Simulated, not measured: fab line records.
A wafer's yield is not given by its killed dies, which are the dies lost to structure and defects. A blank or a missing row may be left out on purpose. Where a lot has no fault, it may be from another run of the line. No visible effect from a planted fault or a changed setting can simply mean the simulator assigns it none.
Which of the tools did it? :: flow gf180mcu :: 42 wafers from 14 lots sampled at 5 of the route's 602 steps

== WHAT EACH GAUGE READ, for each wafer ==
GF_POLY_GATE_THK_MEAS_01. Usual: POLY_GATE_CVD_00_THK typically reads 200.5 nm, with standard deviation 2.
lot: L997
measured: day 8 14:40
on: film metro-03
POLY_GATE_CVD_00_THK (nm): 202.1 199.9 200.6
flag: 

lot: L998
measured: day 8 19:24
on: film metro-03
POLY_GATE_CVD_00_THK (nm): 200.3 200.7 198.8
flag: 

lot: L999
measured: day 8 23:45
on: film metro-04
POLY_GATE_CVD_00_THK (nm): 198.2 199.3 199.9
flag: 

lot: L100
measured: day 9 12:35
on: film metro-04
POLY_GATE_CVD_00_THK (nm): 197.4 198.5 199.9
flag: 

lot: L102
measured: day 10 05:45
on: film metro-03
POLY_GATE_CVD_00_THK (nm): 202.3 202.0 201.1
flag: 

lot: L104
measured: day 10 13:55
on: film metro-04
POLY_GATE_CVD_00_THK (nm): 201.3 201.9 201.1
flag: 

lot: L103
measured: day 10 13:56
on: film metro-02
POLY_GATE_CVD_00_THK (nm): 205.8 205.3 206.5
flag: 

lot: L105
measured: day 10 23:45
on: film metro-04
POLY_GATE_CVD_00_THK (nm): 199.5 200.5 201.0
flag: 

lot: L106
measured: day 11 04:50
on: film metro-03
POLY_GATE_CVD_00_THK (nm): 203.0 203.4 204.3
flag: 

lot: L110
measured: day 12 06:58
on: film metro-02
POLY_GATE_CVD_00_THK (nm): 199.9 201.5 201.1
flag: 

lot: L114
measured: day 13 12:10
on: film metro-02
POLY_GATE_CVD_00_THK (nm): 201.3 200.9 201.5
flag: 

lot: L115
measured: day 13 15:13
on: film metro-04
POLY_GATE_CVD_00_THK (nm): 202.6 202.1 203.8
flag: 

lot: L119
measured: day 14 20:52
on: film metro-02
POLY_GATE_CVD_00_THK (nm): 201.3 201.1 201.5
flag: 

lot: L120
measured: day 15 00:20
on: film metro-03
POLY_GATE_CVD_00_THK (nm): 198.9 198.5 197.8
flag: 

GF_POLY_GATE_OVL_MEAS_11. Usual: POLY_GATE_OVL typically reads 2 nm, with standard deviation 5.8.
lot: L997
measured: day 9 08:06
on: overlay-01
POLY_GATE_OVL (nm): 6 8 3
flag: 

lot: L998
measured: day 9 12:30
on: overlay-02
POLY_GATE_OVL (nm): 2 3 -1
flag: 

lot: L999
measured: day 9 17:05
on: overlay-01
POLY_GATE_OVL (nm): 2 0 1
flag: 

lot: L100
measured: day 10 05:12
on: overlay-02
POLY_GATE_OVL (nm): 2 8 3
flag: 

lot: L102
measured: day 10 23:30
on: overlay-01
POLY_GATE_OVL (nm): -5 5 4
flag: 

lot: L104
measured: day 11 07:57
on: overlay-02
POLY_GATE_OVL (nm): 2 4 -7
flag: 

lot: L103
measured: day 11 08:07
on: overlay-01
POLY_GATE_OVL (nm): 5 -1 4
flag: 

lot: L105
measured: day 11 17:49
on: overlay-01
POLY_GATE_OVL (nm): 0 1 0
flag: 

lot: L106
measured: day 12 00:01
on: overlay-01
POLY_GATE_OVL (nm): 12 1 8
flag: 

lot: L110
measured: day 13 02:33
on: overlay-01
POLY_GATE_OVL (nm): 0 5 2
flag: 

lot: L114
measured: day 14 09:13
on: overlay-01
POLY_GATE_OVL (nm): 2 -12 -8
flag: 

lot: L115
measured: day 14 11:43
on: overlay-02
POLY_GATE_OVL (nm): 10 16 13
flag: 

lot: L119
measured: day 15 18:11
on: overlay-02
POLY_GATE_OVL (nm): -6 2 -1
flag: 

lot: L120
measured: day 15 22:42
on: overlay-01
POLY_GATE_OVL (nm): -6 -2 -12
flag: 

GF_HV_LDD_TW_MEAS_23. Usual: HV_LDD_2_TW typically reads 1048, with standard deviation 11.
lot: L997
measured: day 11 00:01
on: film metro-02
HV_LDD_2_TW: 1046 1037 1039
flag: 

lot: L998
measured: day 11 07:26
on: film metro-02
HV_LDD_2_TW: 1038 1035 1037
flag: 

lot: L999
measured: day 11 07:15
on: film metro-04
HV_LDD_2_TW: 1052 1043 1046
flag: 

lot: L100
measured: day 12 00:01
on: film metro-01
HV_LDD_2_TW: 1070 1075 1077
flag: 

lot: L102
measured: day 12 15:49
on: film metro-04
HV_LDD_2_TW: 1044 1049 1050
flag: 

lot: L104
measured: day 13 01:07
on: film metro-04
HV_LDD_2_TW: 1049 1045 1054
flag: 

lot: L103
measured: day 13 02:31
on: film metro-02
HV_LDD_2_TW: 1035 1037 1034
flag: 

lot: L105
measured: day 13 11:52
on: film metro-01
HV_LDD_2_TW: 1061 1065 1064
flag: 

lot: L106
measured: day 13 20:49
on: film metro-02
HV_LDD_2_TW: 1036 1038 1037
flag: 

lot: L110
measured: day 14 22:00
on: film metro-04
HV_LDD_2_TW: 1054 1050 1046
flag: 

lot: L114
measured: day 16 06:55
on: film metro-01
HV_LDD_2_TW: 923 925 924
flag: OFF

lot: L115
measured: day 16 09:19
on: film metro-02
HV_LDD_2_TW: 899 902 900
flag: OFF

lot: L119
measured: day 17 17:34
on: film metro-04
HV_LDD_2_TW: 1054 1050 1051
flag: 

lot: L120
measured: day 17 22:59
on: film metro-02
HV_LDD_2_TW: 1040 1043 1046
flag: 

GF_HV_LDD_CD_MEAS_31 targets a cd of 400 nm. Usual: cd nm reads 399.8 nm (standard deviation 2.6).
lot: L997
measured: day 11 18:21
on: cd sem-01
cd nm (nm): 402.2 400.7 402.4
flag: 

lot: L998
measured: day 12 01:53
on: cd sem-01
cd nm (nm): 405.7 403.7 405.0
flag: 

lot: L999
measured: day 12 01:37
on: cd sem-02
cd nm (nm): 398.6 398.9 399.4
flag: 

lot: L100
measured: day 12 19:15
on: cd sem-02
cd nm (nm): 399.3 400.6 401.2
flag: 

lot: L102
measured: day 13 11:09
on: cd sem-01
cd nm (nm): 402.6 400.7 402.1
flag: 

lot: L104
measured: day 13 20:42
on: cd sem-02
cd nm (nm): 402.3 400.8 402.7
flag: 

lot: L103
measured: day 13 23:10
on: cd sem-01
cd nm (nm): 397.5 399.3 396.7
flag: 

lot: L105
measured: day 14 08:40
on: cd sem-02
cd nm (nm): 398.8 397.0 400.9
flag: 

lot: L106
measured: day 14 17:40
on: cd sem-01
cd nm (nm): 396.2 399.3 397.6
flag: 

lot: L110
measured: day 15 19:24
on: cd sem-01
cd nm (nm): 396.1 397.4 397.1
flag: 

lot: L114
measured: day 17 05:32
on: cd sem-02
cd nm (nm): 400.5 399.6 400.0
flag: 

lot: L115
measured: day 17 08:02
on: cd sem-01
cd nm (nm): 401.6 399.2 401.4
flag: 

lot: L119
measured: day 18 16:05
on: cd sem-02
cd nm (nm): 402.3 404.4 402.2
flag: 

lot: L120
measured: day 18 23:17
on: cd sem-02
cd nm (nm): 394.6 392.8 394.9
flag: 

== WHICH TOOL RAN EACH LOT (tool, then ch and the chambers of the sampled wafers, then the start) ==
lot: L997
GF_HV_LDD_IMPLANT_21: implanter-01 ch 0, day 10 23:46

lot: L998
GF_HV_LDD_IMPLANT_21: implanter-04 ch 0, day 11 07:11

lot: L999
GF_HV_LDD_IMPLANT_21: implanter-02 ch 0, day 11 07:02

lot: L100
GF_HV_LDD_IMPLANT_21: implanter-04 ch 0, day 11 23:46

lot: L102
GF_HV_LDD_IMPLANT_21: implanter-04 ch 0, day 12 15:34

lot: L104
GF_HV_LDD_IMPLANT_21: implanter-04 ch 0, day 13 00:52

lot: L103
GF_HV_LDD_IMPLANT_21: implanter-04 ch 0, day 13 02:17

lot: L105
GF_HV_LDD_IMPLANT_21: implanter-02 ch 0, day 13 11:38

lot: L106
GF_HV_LDD_IMPLANT_21: implanter-04 ch 0, day 13 20:35

lot: L110
GF_HV_LDD_IMPLANT_21: implanter-04 ch 0, day 14 21:45

lot: L114
GF_HV_LDD_IMPLANT_21: implanter-04 ch 0, day 16 06:42

lot: L115
GF_HV_LDD_IMPLANT_21: implanter-04 ch 0, day 16 09:05

lot: L119
GF_HV_LDD_IMPLANT_21: implanter-02 ch 0, day 17 17:21

lot: L120
GF_HV_LDD_IMPLANT_21: implanter-02 ch 0, day 17 22:44
- GF_HV_LDD_IMPLANT_21

== WHAT THE TOOLS THEMSELVES READ (means of the sampled wafers that have a number; where no wafer has one, the mark that the record gives instead) ==
GF_HV_LDD_IMPLANT_21. Usual: dose ions cm2 4.999e+13, standard deviation 6.3e+10; faraday current uA 282, standard deviation 5.1.
lot: L997
tool: implanter-01
dose ions cm2: 5.003e+13
faraday current uA: 280
flag: 

lot: L998
tool: implanter-04
dose ions cm2: 4.997e+13
faraday current uA: 282
flag: 

lot: L999
tool: implanter-02
dose ions cm2: 5.002e+13
faraday current uA: 281
flag: 

lot: L100
tool: implanter-04
dose ions cm2: 4.996e+13
faraday current uA: 283
flag: 

lot: L102
tool: implanter-04
dose ions cm2: 4.997e+13
faraday current uA: 281
flag: 

lot: L104
tool: implanter-04
dose ions cm2: 5.004e+13
faraday current uA: 282
flag: 

lot: L103
tool: implanter-04
dose ions cm2: 5.003e+13
faraday current uA: 282
flag: 

lot: L105
tool: implanter-02
dose ions cm2: 4.990e+13
faraday current uA: 279
flag: 

lot: L106
tool: implanter-04
dose ions cm2: 5.009e+13
faraday current uA: 280
flag: 

lot: L110
tool: implanter-04
dose ions cm2: 5.010e+13
faraday current uA: 284
flag: 

lot: L114
tool: implanter-04
dose ions cm2: 3.181e+13
faraday current uA: 179
flag: OFF

lot: L115
tool: implanter-04
dose ions cm2: 3.168e+13
faraday current uA: 180
flag: OFF

lot: L119
tool: implanter-02
dose ions cm2: 5.005e+13
faraday current uA: 287
flag: 

lot: L120
tool: implanter-02
dose ions cm2: 4.997e+13
faraday current uA: 282
flag: 

== THE ANSWER, worked out from the rows above alone ==
Rule: lot off if the mean of its wafers having a number is beyond 3 standard deviations from the usual mean. A lot without any number at a reading at which 4 lots or more have one is off too. Where the step has rows for the other lots, those lots are counted as sound. After the gauges, taken in route order, come the tools' own readings; for these a lot's mean is taken, as printed above. The first step at which some lot is off is used, and at that step the reading that is off furthest; a lot without a number counts as furthest.
Off: L114, L115, seen at GF_HV_LDD_TW_MEAS_23 (HV_LDD_2_TW).
A tool fits if, at a process step before that reading, it ran every lot that is off, and no sound lot after the first of them. The gauges at GF_HV_LDD_TW_MEAS_23 aren't tried: what is off there is off at GF_HV_LDD_IMPLANT_21 too, on other tools, and a gauge's error can't cause that. One candidate fits, namely implanter-04 at GF_HV_LDD_IMPLANT_21. A fault onset in the window from L110 (day 14 21:45, its last sound lot) to L114 (day 16 06:42, its first lot off) fits.
The tool's own readings at GF_HV_LDD_IMPLANT_21 bear it out: on the lots that are off they differ by more than 5 times the standard deviation of the sound lots' means. dose ions cm2 reads 3.174e+13 there against 5.001e+13 on the sound lots; faraday current uA reads 180 there against 282 on the sound lots.

== WHAT THE SIMULATOR HAD INSERTED ==
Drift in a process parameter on implanter-04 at GF_HV_LDD_IMPLANT_21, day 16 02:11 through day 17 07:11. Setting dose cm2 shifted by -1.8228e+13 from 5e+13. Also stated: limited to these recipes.
Struck lots among those shown: L114, L115. The rule above found the same.
